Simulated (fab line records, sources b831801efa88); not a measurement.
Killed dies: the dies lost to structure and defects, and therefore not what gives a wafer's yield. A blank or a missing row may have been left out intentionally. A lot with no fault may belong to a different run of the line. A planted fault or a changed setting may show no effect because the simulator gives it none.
Struck lot and sound lot, side by side / flow sfq-line / 42 steps out of a route of 325
Sound: the wafers L252.2, L252.4, L252.6. Struck: wafers L266.1, L266.4 (left out: L266.5, a lot-mate that was not struck); the cause follows at the end.
Order at every step that has rows: each side's tool, ch and its chambers, its first start. Under that, the readings that differ: sound wafers / struck wafers / difference of the means / sigmas: that difference in standard deviations of wafers without a fault.
alike: a reading whose means differ by less than 2 such deviations, as well as words and numbers matching on both sides. not compared: withheld readings; readings where some wafer has no value; bounds like >300 that might hide an equal value; numbers whose values overlap and for which the record gives no deviation.
A row with sigmas, a row that says differs or no value, or rows on one side alone: a step with any of these is where the two part. When numbers do not overlap yet have no deviation, they are printed without sigmas and do not part them. Lack of a reading on every wafer of one side parts them only where that side has two or more wafers.

first, 2 steps without rows for these wafers: SFQ_TRILAYER_R5_DEP_SPUTTER_133 (material MoNx, target thk 40 nm, time 66.7 s); SFQ_TRILAYER_R5_DEP_SPUTTER_134 (material Ti, target thk 5 nm, time 5 s).
SFQ_R5_RS_MEAS_933: measures by four-point-probe.
  sound on film-metro-04, day 53 04:22; struck on film-metro-04, day 63 09:11
  alike: R5_MONX_RS
SFQ_R5_THK_MEAS_934: measures by xrf.
  sound on film-metro-04, day 53 04:28; struck on film-metro-04, day 63 09:18
  alike: R5_MONX_THK
then, 6 steps without rows for these wafers: SFQ_TRILAYER_R5_LITHO_COAT_141 (resist thk 62 nm); SFQ_TRILAYER_R5_LITHO_COAT_136 (resist thk 600 nm); SFQ_TRILAYER_R5_LITHO_SOFTBAKE_140; SFQ_TRILAYER_R5_LITHO_EXPOSE_137 (exposes mask R5, target cd 500 nm); SFQ_TRILAYER_R5_LITHO_PEB_139 (peb time 60 s); SFQ_TRILAYER_R5_LITHO_DEVELOP_138 (time 60 s).
-- the record jumps here: 5 days lie between the struck wafers' starts before and after --
SFQ_R5_OVL_MEAS_935:
  sound on overlay-01, day 53 23:49; struck on overlay-02, day 67 22:55
  alike: R5_OVL
then, 1 step without rows for these wafers: SFQ_TRILAYER_R5_BARC_OPEN_METAL_ETCH_177 (etches BARC in O2, target depth 125 nm, time 41.7 s).
SFQ_TRILAYER_R5_ETCH_METAL_ETCH_139: etches the open film in Cl2, stops on SiO2, target depth 60 nm, time 40 s.
  sound on rie-metal-03 ch 1, day 53 23:59; struck on rie-metal-04 ch 0, day 67 23:00
reading=oes-product-au (a.u.); sound=0.993 0.991 0.977; struck=0.858 0.850; difference=-0.133; sigmas=-18
reading=model.etch.depth-nm (nm); sound=59.13 59.33 59.01; struck=46.35 45.62; difference=-13.17; sigmas=
reading=model.R5.feature-depth-nm (nm); sound=59.13 59.33 59.01; struck=46.35 45.62; difference=-13.17; sigmas=
reading=model.KrF_of_TRILAYER_R5_LITHO_COAT_136.thk-nm (nm); sound=498.9 498.1 497.5; struck=501.1 501.2; difference=+3.0; sigmas=
  alike: drypump-motor-current-A, rf-fwd-power-W
  not compared: rf-hours-counter-h
SFQ_TRILAYER_R5_STRIP_STRIP_140: strips in O2.
  sound on rie-metal-03 ch 1, day 54 00:17; struck on rie-metal-04 ch 0, day 67 23:04
  alike: drypump-motor-current-A, oes-product-au
  not compared: rf-hours-counter-h
then, 8 steps without rows for these wafers: SFQ_TRILAYER_R5_STRIP_SOLV_CLEAN_141 (cleans in NMP, time 600 s); SFQ_TRILAYER_A5C_DEP_PECVD_142 (deposits SiO2 from SiH4/N2O, time 15.556 s, target thk 70 nm); SFQ_TRILAYER_I5_LITHO_COAT_149 (resist thk 62 nm); SFQ_TRILAYER_I5_LITHO_COAT_144 (resist thk 650 nm); SFQ_TRILAYER_I5_LITHO_SOFTBAKE_148; SFQ_TRILAYER_I5_LITHO_EXPOSE_145 (exposes mask I5, target cd 700 nm); SFQ_TRILAYER_I5_LITHO_PEB_147 (peb time 60 s); SFQ_TRILAYER_I5_LITHO_DEVELOP_146 (time 60 s).
SFQ_I5_OVL_MEAS_936:
  sound on overlay-01, day 58 16:43; struck on overlay-02, day 68 02:07
  alike: I5_OVL
then, 2 steps without rows for these wafers: SFQ_TRILAYER_I5_BARC_OPEN_VIA_ETCH_200 (etches BARC in O2, target depth 125 nm, time 41.7 s); SFQ_TRILAYER_I5_ETCH_VIA_ETCH_147 (etches the open film in CHF3, stops on Nb, target depth 360 nm).
SFQ_TRILAYER_I5_STRIP_STRIP_148: strips in O2.
  sound on rie-metal-01 ch 0,1, day 58 16:56; struck on rie-metal-01 ch 0,1, day 68 02:20
  alike: drypump-motor-current-A, oes-product-au
  not compared: rf-hours-counter-h
then, 7 steps without rows for these wafers: SFQ_TRILAYER_I5_STRIP_SOLV_CLEAN_149 (cleans in NMP, time 600 s); SFQ_TRILAYER_C5_LITHO_COAT_156 (resist thk 62 nm); SFQ_TRILAYER_C5_LITHO_COAT_151 (resist thk 650 nm); SFQ_TRILAYER_C5_LITHO_SOFTBAKE_155; SFQ_TRILAYER_C5_LITHO_EXPOSE_152 (exposes mask C5, target cd 500 nm); SFQ_TRILAYER_C5_LITHO_PEB_154 (peb time 60 s); SFQ_TRILAYER_C5_LITHO_DEVELOP_153 (time 60 s).
-- the record jumps here: 4 days lie between the struck wafers' starts before and after --
SFQ_C5_OVL_MEAS_937:
  sound on overlay-02, day 60 04:58; struck on overlay-01, day 71 21:46
  alike: C5_OVL
SFQ_TRILAYER_C5_BARC_OPEN_VIA_ETCH_210: etches BARC in O2, target depth 125 nm, time 41.7 s.
  sound on rie-diel-01 ch 2,3, day 60 05:00; struck on rie-diel-01 ch 1,3, day 71 21:49
  alike: drypump-motor-current-A, oes-product-au, rf-fwd-power-W
  not compared: rf-hours-counter-h
then, 1 step without rows for these wafers: SFQ_TRILAYER_C5_ETCH_VIA_ETCH_154 (etches SiO2 in CHF3, stops on Nb, target depth 84 nm).
SFQ_TRILAYER_C5_STRIP_STRIP_155: strips in O2.
  sound on rie-metal-01 ch 0,1, day 60 05:05; struck on rie-metal-02 ch 0,1, day 71 21:53
  alike: drypump-motor-current-A, oes-product-au
  not compared: rf-hours-counter-h
then, 2 steps without rows for these wafers: SFQ_TRILAYER_C5_STRIP_SOLV_CLEAN_156 (cleans in NMP, time 600 s); SFQ_TRILAYER_M6_DEP_PRE_CLEAN_158 (time 22.5 s).
SFQ_TRILAYER_M6_DEP_SPUTTER_157: material Nb, target thk 200 nm, time 133.3 s.
  sound on pvd-sputter-04, day 60 05:55; struck on pvd-sputter-06, day 71 22:42
reading=throttle-valve-pct (%); sound=30.8 31.9 31.9; struck=29.6 28.7; difference=-2.4; sigmas=-2
  alike: chamber-pressure-pa
SFQ_M6_RS_MEAS_938: measures by four-point-probe.
  sound on film-metro-03, day 60 06:01; struck on film-metro-02, day 71 22:47
  alike: M6_NB_RS
-- the record jumps here: 7 days lie between the struck wafers' starts before and after (it left off in module M6 and takes up again in module M8, whose first step shown is number 325 of the route) --
SFQ_M8_BOW_MEAS_951:
  sound on film-metro-04, day 77 09:25; struck on film-metro-03, day 79 02:20
reading=model.etest.r5.comb-log10-ohm; sound=12 12 12; struck=0 0; difference=-12; sigmas=
  alike: M8_BOW

== WHERE THEY PART ==
At SFQ_TRILAYER_R5_ETCH_METAL_ETCH_139 first; at SFQ_TRILAYER_M6_DEP_SPUTTER_157 last (within this record only). Later steps at which nothing parts them and some readings are alike: SFQ_M6_RS_MEAS_938, SFQ_M8_BOW_MEAS_951.

WHY: what had been put in by the simulator
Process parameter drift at SFQ_TRILAYER_R5_ETCH_METAL_ETCH_139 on rie-metal-04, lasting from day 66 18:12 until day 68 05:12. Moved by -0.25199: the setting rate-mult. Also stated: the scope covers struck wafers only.
